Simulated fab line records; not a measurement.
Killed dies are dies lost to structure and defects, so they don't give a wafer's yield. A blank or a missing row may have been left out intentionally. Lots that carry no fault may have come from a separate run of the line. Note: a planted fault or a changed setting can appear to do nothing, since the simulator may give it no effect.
Tool commonality check + flow gf180mcu + 13 lots, 39 wafers sampled

THE REASON FOR OPENING IT
At GF_SAB_CD_MEAS_09 the reading cdNm is flagged on 2 of 13 lots. No-fault wafers: 420.0 nm, standard deviation 2.3.
Rule: a lot is flagged when every wafer of it that has a number lies more than 4 standard deviations from that mean, or none has a number. The rest of the lots are taken to be sound.

| lot  | measured     | on       | cdNm (nm), wafer by wafer | flag    |
|------|--------------|----------|---------------------------|---------|
| L828 | day 15 15:51 | cdSem-02 | 417.8 420.5 420.7         |         |
| L829 | day 16 03:37 | cdSem-01 | 418.4 415.9 418.4         |         |
| L830 | day 16 06:38 | cdSem-01 | 419.3 421.8 418.1         |         |
| L831 | day 16 12:03 | cdSem-02 | 419.2 420.9 417.5         |         |
| L839 | day 19 07:35 | cdSem-01 | 417.3 417.4 418.8         |         |
| L840 | day 19 13:38 | cdSem-01 | 300.0 389.1 395.5         | FLAGGED |
| L841 | day 19 20:38 | cdSem-02 | 380.3 275.7 321.2         | FLAGGED |
| L845 | day 21 09:37 | cdSem-01 | 421.4 420.9 421.3         |         |
| L846 | day 21 11:09 | cdSem-02 | 423.2 424.5 426.0         |         |
| L847 | day 22 00:56 | cdSem-02 | 421.4 419.7 423.0         |         |
| L849 | day 22 16:42 | cdSem-02 | 425.5 424.5 422.1         |         |
| L850 | day 22 21:22 | cdSem-01 | 421.5 421.9 421.0         |         |
| L851 | day 23 05:38 | cdSem-01 | 418.4 419.2 418.9         |         |
Average over the flagged lots: 343.6 nm; offset from the usual -76.4 nm, equal to -33 standard deviations.

LOT BY LOT: THE TOOL USED
The record holds 2 process steps before the reading, out of a route of 602 steps. In each cell: the tool, then ch and the chambers that the sampled wafers went through, then the start.
| lot  | flag    | GF_HV_LDD_STRIP_10                  | GF_SAB_EXPOSE_06                   |
|------|---------|-------------------------------------|------------------------------------|
| L828 |         | plasmaAsher-03 ch 0,1, day 10 11:22 | ilineStepper-02 ch 0, day 15 05:13 |
| L829 |         | plasmaAsher-01 ch 0,1, day 10 21:00 | ilineStepper-02 ch 0, day 15 17:04 |
| L830 |         | plasmaAsher-01 ch 0,1, day 10 21:28 | ilineStepper-02 ch 0, day 15 19:45 |
| L831 |         | plasmaAsher-02 ch 0,1, day 11 04:12 | ilineStepper-02 ch 0, day 16 01:05 |
| L839 |         | plasmaAsher-03 ch 0,1, day 13 12:40 | ilineStepper-02 ch 0, day 18 19:50 |
| L840 | FLAGGED | plasmaAsher-03 ch 0,1, day 13 17:59 | ilineStepper-01 ch 0, day 19 01:33 |
| L841 | FLAGGED | plasmaAsher-03 ch 0,1, day 14 00:18 | ilineStepper-01 ch 0, day 19 08:44 |
| L845 |         | plasmaAsher-02 ch 0,1, day 15 08:36 | ilineStepper-02 ch 0, day 20 21:56 |
| L846 |         | plasmaAsher-02 ch 0,1, day 15 10:09 | ilineStepper-02 ch 0, day 20 23:51 |
| L847 |         | plasmaAsher-01 ch 0,1, day 15 21:21 | ilineStepper-02 ch 0, day 21 12:53 |
| L849 |         | plasmaAsher-03 ch 0,1, day 16 14:39 | ilineStepper-02 ch 0, day 22 05:43 |
| L850 |         | plasmaAsher-01 ch 0,1, day 16 17:12 | ilineStepper-02 ch 0, day 22 09:33 |
| L851 |         | plasmaAsher-03 ch 0,1, day 17 02:51 | ilineStepper-01 ch 0, day 22 18:16 |
What the steps here do:
- GF_HV_LDD_STRIP_10: strips in O2/N2.
- GF_SAB_EXPOSE_06: exposes mask SAB, target cd 420 nm.
- GF_SAB_CD_MEAS_09: target cd 420 nm.

FLAGGED OVER TOTAL, TOOL BY TOOL (the gauges that took the reading come last)
| step               | tool            | lots run | flagged | share of the flagged lots | sound lots run after its first flagged lot |
|--------------------|-----------------|----------|---------|---------------------------|--------------------------------------------|
| GF_HV_LDD_STRIP_10 | plasmaAsher-01  | 4        | 0       | none                      | -                                          |
| GF_HV_LDD_STRIP_10 | plasmaAsher-02  | 3        | 0       | none                      | -                                          |
| GF_HV_LDD_STRIP_10 | plasmaAsher-03  | 6        | 2       | all                       | 2 (L849,L851)                              |
| GF_SAB_EXPOSE_06   | ilineStepper-01 | 3        | 2       | all                       | 1 (L851)                                   |
| GF_SAB_EXPOSE_06   | ilineStepper-02 | 10       | 0       | none                      | -                                          |
| GF_SAB_CD_MEAS_09  | cdSem-01        | 7        | 1       | some                      | 3 (L845,L850,L851)                         |
| GF_SAB_CD_MEAS_09  | cdSem-02        | 6        | 1       | some                      | 3 (L846,L847,L849)                         |

WHAT THE TABLE PERMITS
Rows of the table that ran all the flagged lots, 2 in number: plasmaAsher-03 at GF_HV_LDD_STRIP_10; ilineStepper-01 at GF_SAB_EXPOSE_06.
- plasmaAsher-03 at GF_HV_LDD_STRIP_10: 2 of its 6 lots flagged. After the first flagged lot (L849, L851), sound lots still ran on it; a lasting fault on the whole tool would not permit that.
- ilineStepper-01 at GF_SAB_EXPOSE_06: 2 of its 3 lots flagged. After the first flagged lot (L851), sound lots still ran on it; a lasting fault on the whole tool would not permit that.
None of the table's rows ran every flagged lot and, after the first, no sound lot.

WHAT HAD BEEN PUT IN BY THE SIMULATOR
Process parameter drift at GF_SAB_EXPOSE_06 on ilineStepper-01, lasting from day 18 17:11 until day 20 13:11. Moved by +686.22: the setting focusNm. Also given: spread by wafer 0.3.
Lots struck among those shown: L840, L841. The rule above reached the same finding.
